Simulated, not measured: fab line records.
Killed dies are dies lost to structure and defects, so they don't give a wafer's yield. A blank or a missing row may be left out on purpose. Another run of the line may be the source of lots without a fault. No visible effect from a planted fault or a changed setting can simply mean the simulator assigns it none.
Which tool is to blame?	flow sfqLine	13 lots with 39 wafers sampled at 3 steps, on a route of 325 steps

== WHAT EACH GAUGE READ, for each wafer ==
SFQ_M1_RS_MEAS_909: a four-point-probe measurement. Usual: for M1_NB_RS the level is 0.888 ohm/sq and the standard deviation is 0.012.
lot	measured	on	M1_NB_RS (ohm/sq)	flag
L869	day 12 09:40	filmMetro-01	0.882 0.886 0.891	
L870	day 12 10:41	filmMetro-04	0.890 0.906 0.905	
L872	day 13 03:30	filmMetro-02	0.893 0.900 0.897	
L873	day 13 04:40	filmMetro-01	0.869 0.885 0.872	
L876	day 14 06:47	filmMetro-02	0.885 0.872 0.882	
L877	day 14 16:15	filmMetro-04	0.883 0.900 0.894	
L878	day 15 01:51	filmMetro-01	0.885 0.874 0.885	
L879	day 15 20:34	filmMetro-02	0.888 0.887 0.886	
L881	day 16 22:58	filmMetro-02	0.889 0.898 0.896	
L887	day 17 15:47	filmMetro-04	0.636 0.885 0.884	OFF
L890	day 17 19:22	filmMetro-02	0.881 0.877 0.878	
L891	day 17 20:35	filmMetro-04	0.879 0.885 0.878	
L892	day 20 03:13	filmMetro-01	0.910 0.900 0.909	

== EACH LOT AND THE TOOL THAT RAN IT (in order: tool; ch and the chambers of the sampled wafers; start) ==
lot	SFQ_TRILAYER_M0_BARC_OPEN_METAL_ETCH_031	SFQ_TRILAYER_M1_DEP_SPUTTER_037
L869	rieMetal-04 ch 0,1, day 7 15:32	pvdSputter-05, day 12 09:33
L870	rieMetal-02 ch 0,1, day 7 19:08	pvdSputter-06, day 12 10:35
L872	rieMetal-02 ch 0,1, day 8 10:52	pvdSputter-05, day 13 03:25
L873	rieMetal-04 ch 0,1, day 8 13:16	pvdSputter-06, day 13 04:34
L876	rieMetal-02 ch 0,1, day 9 14:28	pvdSputter-05, day 14 06:41
L877	rieMetal-01 ch 1, day 9 20:28	pvdSputter-06, day 14 16:10
L878	rieMetal-01 ch 0,1, day 10 06:04	pvdSputter-06, day 15 01:46
L879	rieMetal-04 ch 0,1, day 10 15:40	pvdSputter-06, day 15 20:28
L881	rieMetal-04 ch 0,1, day 11 20:25	pvdSputter-06, day 16 22:52
L887	rieMetal-02 ch 1, day 13 20:40	pvdSputter-06, day 17 15:40
L890	rieMetal-04 ch 1, day 14 06:14	pvdSputter-05, day 17 19:16
L891	rieMetal-02 ch 0,1, day 14 07:59	pvdSputter-05, day 17 20:28
L892	rieMetal-01 ch 0,1, day 19 17:22	pvdSputter-03, day 20 03:07
- SFQ_TRILAYER_M0_BARC_OPEN_METAL_ETCH_031: etches BARC in O2, target depth 125 nm, time 41.7 s.
- SFQ_TRILAYER_M1_DEP_SPUTTER_037: material Nb, target thk 200 nm, time 133.3 s.

== WHAT THE TOOLS THEMSELVES READ (means of the sampled wafers that have a number; where no wafer has one, the mark that the record gives instead) ==
SFQ_TRILAYER_M0_BARC_OPEN_METAL_ETCH_031. Usual: drypumpMotorCurrentA 5.4 A, standard deviation 0.46; oesProductAu 0.685 a.u., standard deviation 0.004.
lot	tool	drypumpMotorCurrentA (A)	oesProductAu (a.u.)	flag
L869	rieMetal-04	5.1	0.684	
L870	rieMetal-02	5.1	0.685	
L872	rieMetal-02	5.4	0.682	
L873	rieMetal-04	5.2	0.687	
L876	rieMetal-02	5.1	0.684	
L877	rieMetal-01	5.8	0.685	
L878	rieMetal-01	6.0	0.686	
L879	rieMetal-04	5.2	0.684	
L881	rieMetal-04	5.1	0.685	
L887	rieMetal-02	4.8	0.687	
L890	rieMetal-04	5.0	0.683	
L891	rieMetal-02	5.4	0.688	
L892	rieMetal-01	5.9	0.685	

SFQ_TRILAYER_M1_DEP_SPUTTER_037. Usual: throttleValvePct reads 30.1 % (standard deviation 1.2).
lot	tool	throttleValvePct (%)	flag
L869	pvdSputter-05	30.3	
L870	pvdSputter-06	30.1	
L872	pvdSputter-05	30.9	
L873	pvdSputter-06	30.1	
L876	pvdSputter-05	30.0	
L877	pvdSputter-06	29.3	
L878	pvdSputter-06	29.3	
L879	pvdSputter-06	28.6	
L881	pvdSputter-06	29.3	
L887	pvdSputter-06	30.8	
L890	pvdSputter-05	31.7	
L891	pvdSputter-05	31.1	
L892	pvdSputter-03	29.8	

== THE ANSWER, worked out from the rows above alone ==
Rule: lot off if the mean of its wafers having a number is beyond 3 standard deviations from the usual mean. A lot without any number at a reading at which 4 lots or more have one is off too. Where the step has rows for the other lots, those lots are counted as sound. First the gauges in route order, then the tools' own readings, where a lot's mean is used as printed above. The first step at which some lot is off is used, and at that step the reading that is off furthest; a lot without a number counts as furthest.
Off: at SFQ_M1_RS_MEAS_909 (M1_NB_RS), L887.
If a tool, at a process step before that reading, ran all the lots that are off and no sound lot after the first of them, it fits. Those tools and the gauges at SFQ_M1_RS_MEAS_909 are tried in the same way. One fits: SFQ_TRILAYER_M1_DEP_SPUTTER_037 on pvdSputter-06. A fault onset in the window from L881 (day 16 22:52, its last sound lot) to L887 (day 17 15:40, its first lot off) fits.

== WHAT HAD BEEN PUT IN BY THE SIMULATOR ==
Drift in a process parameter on pvdSputter-06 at SFQ_TRILAYER_M1_DEP_SPUTTER_037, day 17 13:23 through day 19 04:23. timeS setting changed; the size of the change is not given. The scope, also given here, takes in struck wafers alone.
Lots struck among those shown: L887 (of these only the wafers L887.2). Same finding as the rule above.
